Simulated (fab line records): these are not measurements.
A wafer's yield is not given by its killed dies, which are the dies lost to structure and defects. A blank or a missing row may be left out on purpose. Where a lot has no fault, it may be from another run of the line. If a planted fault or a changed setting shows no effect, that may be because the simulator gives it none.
Split-lot trial || flow sfq_line || 5 lots, 23 wafers read, on a route of 325 steps

THE SPLIT ITSELF
At SFQ_TRILAYER_L0_DEP_SPUTTER_003 (material MoNx KI, target thk 40 nm, time 100 s), the setting power_w was moved away from the recipe's 800 W on 4 of the 23 wafers read, by +4.8% to +10.2%. This setting was run at the recipe's value on the other wafers.

FROM THE SPLIT TO THE READING: what the file shows between them, 8 steps
- SFQ_L0_RS_MEAS_901: measures by four-point-probe
- SFQ_L0_THK_MEAS_902: measures by xrf
- SFQ_TRILAYER_L0_LITHO_COAT_005: resist thk 600 nm (also split here: resist_thk_nm)
- SFQ_TRILAYER_L0_LITHO_SOFTBAKE_009
- SFQ_TRILAYER_L0_LITHO_EXPOSE_006: exposes mask L0, target cd 2000 nm
- SFQ_TRILAYER_L0_LITHO_PEB_008: peb time 60 s
- SFQ_TRILAYER_L0_LITHO_DEVELOP_007: time 60 s
- SFQ_TRILAYER_L0_BARC_OPEN_METAL_ETCH_010: etches BARC in O2, target depth 125 nm, time 41.7 s

THE READING
oes_product_au, in a.u., at SFQ_TRILAYER_L0_ETCH_METAL_ETCH_008 (etches MoNx KI in SF6/O2, stops on SiO2, target depth 50 nm, time 25 s). On this fab line, fault-free wafers typically give 0.872 a.u. with a standard deviation of 0.0067 a.u.

{"wafer": "L074.1", "tool, chamber at the split": "pvd_sputter-03, -", "power_w as run, W": 800, "against the recipe": "recipe", "oes_product_au, a.u.": 0.876, "against lot-mates on the recipe": "-"}
{"wafer": "L074.2", "tool, chamber at the split": "pvd_sputter-03, -", "power_w as run, W": 800, "against the recipe": "recipe", "oes_product_au, a.u.": 0.873, "against lot-mates on the recipe": "-"}
{"wafer": "L074.6", "tool, chamber at the split": "pvd_sputter-03, -", "power_w as run, W": 800, "against the recipe": "recipe", "oes_product_au, a.u.": 0.881, "against lot-mates on the recipe": "-"}
{"wafer": "L075.1", "tool, chamber at the split": "pvd_sputter-05, -", "power_w as run, W": 800, "against the recipe": "recipe", "oes_product_au, a.u.": 0.876, "against lot-mates on the recipe": "-"}
{"wafer": "L075.2", "tool, chamber at the split": "pvd_sputter-05, -", "power_w as run, W": 800, "against the recipe": "recipe", "oes_product_au, a.u.": 0.870, "against lot-mates on the recipe": "-"}
{"wafer": "L075.3", "tool, chamber at the split": "pvd_sputter-05, -", "power_w as run, W": 800, "against the recipe": "recipe", "oes_product_au, a.u.": 0.868, "against lot-mates on the recipe": "-"}
{"wafer": "L075.5", "tool, chamber at the split": "pvd_sputter-05, -", "power_w as run, W": 800, "against the recipe": "recipe", "oes_product_au, a.u.": 0.870, "against lot-mates on the recipe": "-"}
{"wafer": "L075.6", "tool, chamber at the split": "pvd_sputter-05, -", "power_w as run, W": 800, "against the recipe": "recipe", "oes_product_au, a.u.": 0.872, "against lot-mates on the recipe": "-"}
{"wafer": "L077.1", "tool, chamber at the split": "pvd_sputter-03, -", "power_w as run, W": 881.5, "against the recipe": "+10.2%", "oes_product_au, a.u.": 0.920, "against lot-mates on the recipe": "+0.040"}
{"wafer": "L077.2", "tool, chamber at the split": "pvd_sputter-03, -", "power_w as run, W": 800, "against the recipe": "recipe", "oes_product_au, a.u.": 0.880, "against lot-mates on the recipe": "-"}
{"wafer": "L077.4", "tool, chamber at the split": "pvd_sputter-03, -", "power_w as run, W": 800, "against the recipe": "recipe", "oes_product_au, a.u.": 0.887, "against lot-mates on the recipe": "-"}
{"wafer": "L077.5", "tool, chamber at the split": "pvd_sputter-03, -", "power_w as run, W": 881.5, "against the recipe": "+10.2%", "oes_product_au, a.u.": 0.932, "against lot-mates on the recipe": "+0.052"}
{"wafer": "L077.6", "tool, chamber at the split": "pvd_sputter-03, -", "power_w as run, W": 800, "against the recipe": "recipe", "oes_product_au, a.u.": 0.874, "against lot-mates on the recipe": "-"}
{"wafer": "L078.1", "tool, chamber at the split": "pvd_sputter-05, -", "power_w as run, W": 800, "against the recipe": "recipe", "oes_product_au, a.u.": 0.866, "against lot-mates on the recipe": "-"}
{"wafer": "L078.2", "tool, chamber at the split": "pvd_sputter-05, -", "power_w as run, W": 800, "against the recipe": "recipe", "oes_product_au, a.u.": 0.865, "against lot-mates on the recipe": "-"}
{"wafer": "L078.3", "tool, chamber at the split": "pvd_sputter-05, -", "power_w as run, W": 800, "against the recipe": "recipe", "oes_product_au, a.u.": 0.864, "against lot-mates on the recipe": "-"}
{"wafer": "L078.4", "tool, chamber at the split": "pvd_sputter-05, -", "power_w as run, W": 800, "against the recipe": "recipe", "oes_product_au, a.u.": 0.865, "against lot-mates on the recipe": "-"}
{"wafer": "L078.5", "tool, chamber at the split": "pvd_sputter-05, -", "power_w as run, W": 800, "against the recipe": "recipe", "oes_product_au, a.u.": 0.864, "against lot-mates on the recipe": "-"}
{"wafer": "L080.1", "tool, chamber at the split": "pvd_sputter-05, -", "power_w as run, W": 800, "against the recipe": "recipe", "oes_product_au, a.u.": 0.877, "against lot-mates on the recipe": "-"}
{"wafer": "L080.2", "tool, chamber at the split": "pvd_sputter-05, -", "power_w as run, W": 800, "against the recipe": "recipe", "oes_product_au, a.u.": 0.874, "against lot-mates on the recipe": "-"}
{"wafer": "L080.4", "tool, chamber at the split": "pvd_sputter-05, -", "power_w as run, W": 800, "against the recipe": "recipe", "oes_product_au, a.u.": 0.883, "against lot-mates on the recipe": "-"}
{"wafer": "L080.5", "tool, chamber at the split": "pvd_sputter-05, -", "power_w as run, W": 838.4, "against the recipe": "+4.8%", "oes_product_au, a.u.": 0.905, "against lot-mates on the recipe": "+0.027"}
{"wafer": "L080.6", "tool, chamber at the split": "pvd_sputter-05, -", "power_w as run, W": 838.4, "against the recipe": "+4.8%", "oes_product_au, a.u.": 0.895, "against lot-mates on the recipe": "+0.017"}

FIT RESULTS
A straight line over all 23 wafers: oes_product_au changes by +0.00528 a.u. for each +1% of power_w; r = +0.93; the points scatter about the line by 0.0067 a.u.
The same after taking each lot's own level away (the mean of its wafers on the recipe; 23 wafers): +0.0045 a.u. for each +1%; r = +0.96; scatter 0.0039 a.u.
On that fit, the largest move of power_w shifts the reading by 0.046 a.u.
Measured against the standard deviation above, the lots' own levels, which go from 0.8648 to 0.8803 a.u., span 2.3 times it.
Thus the slope moves with the lot-to-lot level: the two fits are different.
Check: for one of the wafers moved furthest among these (+10.2%), held out of the fit, the line's prediction against its lot-mates is +0.0502 a.u. Against them it came out at +0.0397 a.u.

ADDITIONAL SPLITS CARRIED BY THESE WAFERS
Other splits were also applied to these wafers ahead of the reading. Each is held against what the fit with the lots' levels taken away leaves over:
{"other split on the same wafers": "SFQ_TRILAYER_L0_LITHO_COAT_005 resist_thk_nm", "wafers away from the commonest value": 10, "r with oes_product_au (lot level and that fit taken away)": "+0.11"}

THE WHOLE CHAIN: every reading that the file lists as answering this split, in the file's order
{"step": "SFQ_TRILAYER_L0_DEP_SPUTTER_003", "what it does": "material MoNx KI, target thk 40 nm, time 100 s", "reading": "MoNx_KI_of_TRILAYER_L0_DEP_SPUTTER_003.thk_nm (the simulator's own value, which no gauge read)", "change (the file's fit)": "+0.364 nm for each +1% of the setting", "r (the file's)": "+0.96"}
{"step": "SFQ_L0_RS_MEAS_901", "what it does": "measures by four-point-probe", "reading": "L0_MONX_KI_RS", "change (the file's fit)": "-0.351 for each +1% of the setting", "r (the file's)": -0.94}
{"step": "SFQ_L0_THK_MEAS_902", "what it does": "measures by xrf", "reading": "L0_MONX_KI_THK", "change (the file's fit)": "+0.359 for each +1% of the setting", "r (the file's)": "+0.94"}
{"step": "SFQ_TRILAYER_L0_ETCH_METAL_ETCH_008", "what it does": "etches MoNx KI in SF6/O2, stops on SiO2, target depth 50 nm, time 25 s", "reading": "oes_product_au", "change (the file's fit)": "+0.00447 a.u. for each +1% of the setting", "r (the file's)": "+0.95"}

FILE'S OWN FIT
oes_product_au changes by +0.00447 a.u. for each +1% of power_w, r = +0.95.
